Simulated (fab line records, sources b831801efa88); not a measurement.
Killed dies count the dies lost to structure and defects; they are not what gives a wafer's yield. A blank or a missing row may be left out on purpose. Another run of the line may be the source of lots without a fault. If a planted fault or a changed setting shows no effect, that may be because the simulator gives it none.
A struck lot beside a sound one || flow sky130 || 15 out of 708 route steps
Sound: the wafers L407.2, L407.5, L407.6. Wafers struck: L403.4, L403.5, L403.6. The cause is named last.
For every step that has rows: the tool of each side, followed by ch and its chambers, followed by its first start. Under that, the readings that differ: sound wafers || struck wafers || difference of the means || sigmas: that difference in standard deviations of wafers without a fault.
alike: same words and numbers on both sides, and readings whose means sit less than 2 such deviations apart. not compared: any withheld reading, any reading some wafer has no value for, any bound like >300 that may hide the same value, and any number with overlapping values for which the record gives no deviation.
Wherever a step has rows on one side only, a row that says differs or no value, or a row with sigmas, the two part there. Numbers that don't overlap but have no deviation are shown without sigmas and don't part them. A reading that every wafer of one side lacks parts them only if that side has two wafers or more.

SKY_VIA3_SPUTTER_20: material TiN, target thk 20 nm, time 80 s.
  sound: pvd-sputter-03 at day 45 02:52; struck: pvd-sputter-02 at day 44 09:24
  alike: chamber-pressure-pa, throttle-valve-pct
SKY_VIA3_CVD_21: deposits W, target thk 390 nm, time 117.31 s.
  sound on cvd-w-01 ch 0,1, day 45 02:56; struck on cvd-w-01 ch 0,1, day 44 09:30
  alike: heater-power-w
SKY_VIA3_RS_MEAS_22: measures by four-point-probe.
  sound: film-metro-01 at day 45 03:04; struck: film-metro-01 at day 44 09:38
  alike: VIA3_W_RS
SKY_VIA3_THK_MEAS_23: measures by xrf.
  sound: film-metro-01 at day 45 03:11; struck: film-metro-01 at day 44 09:44
  alike: VIA3_W_THK
then, 2 steps without rows for these wafers: SKY_VIA3_CMP_24 (polishes, stops on SiO2, t overpolish 20 s, target thk 0 nm); SKY_METAL4_SPUTTER_00 (material Ti, target thk 15 nm, time 10 s).
SKY_METAL4_SPUTTER_01: material TiN, target thk 20 nm, time 16.7 s.
  sound: pvd-sputter-04 at day 45 03:33; struck: pvd-sputter-01 at day 44 10:06
  alike: chamber-pressure-pa, throttle-valve-pct
SKY_METAL4_SPUTTER_02: material AlCu, target thk 735 nm, time 39.1 s.
  sound: pvd-sputter-04 at day 45 03:35; struck: pvd-sputter-01 at day 44 10:08
  alike: chamber-pressure-pa, throttle-valve-pct
SKY_METAL4_SPUTTER_03: material Ti, target thk 5 nm, time 3.3 s.
  sound: pvd-sputter-04 at day 45 03:37; struck: pvd-sputter-01 at day 44 10:10
  alike: chamber-pressure-pa, throttle-valve-pct
then, 2 steps without rows for these wafers: SKY_METAL4_SPUTTER_04 (material TiN, target thk 70 nm, time 58.3 s); SKY_CAP2M_CVD_00 (deposits SiO2, target thk 15.5 nm).
SKY_CAP2M_THK_MEAS_01:
  sound: film-metro-01 at day 45 03:43; struck: film-metro-04 at day 44 10:16
  alike: CAP2M_CVD_00_THK
SKY_CAP2M_SPUTTER_02: material TiN, target thk 200 nm, time 166.7 s.
  sound: pvd-sputter-02 at day 45 03:46; struck: pvd-sputter-04 at day 44 10:18
{"reading": "chamber-pressure-pa (Pa)", "sound": "0.3982 0.3999 0.3985", "struck": "0.4301 0.4304 0.4294", "difference": "+0.0311", "sigmas": "+38"}
  alike: throttle-valve-pct
SKY_CAP2M_RS_MEAS_03: measures by four-point-probe.
  sound: film-metro-04 at day 45 03:54; struck: film-metro-03 at day 44 10:28
{"reading": "CAP2M_TIN_RS (ohm/sq)", "sound": "6.88 6.69 7.04", "struck": "7.31 7.13 7.25", "difference": "+0.36", "sigmas": "+3"}
-- the record jumps here: 5 days lie between the struck wafers' starts before and after (it left off in module CAP2M and takes up again in module PAD_OPEN, whose first step shown is number 708 of the route) --
SKY_PAD_OPEN_PROBE_99:
  only the struck wafers here have rows in the record (prober-01, day 49 19:23); the sound ones have none

## WHERE THEY PART
Earliest at SKY_CAP2M_SPUTTER_02; latest, in this record, at SKY_PAD_OPEN_PROBE_99.

WHY: the cause the simulator had injected
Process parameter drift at SKY_CAP2M_SPUTTER_02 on pvd-sputter-04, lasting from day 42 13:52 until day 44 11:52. Setting chamber-pressure-pa, moved by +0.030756, from 0.4. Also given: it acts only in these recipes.
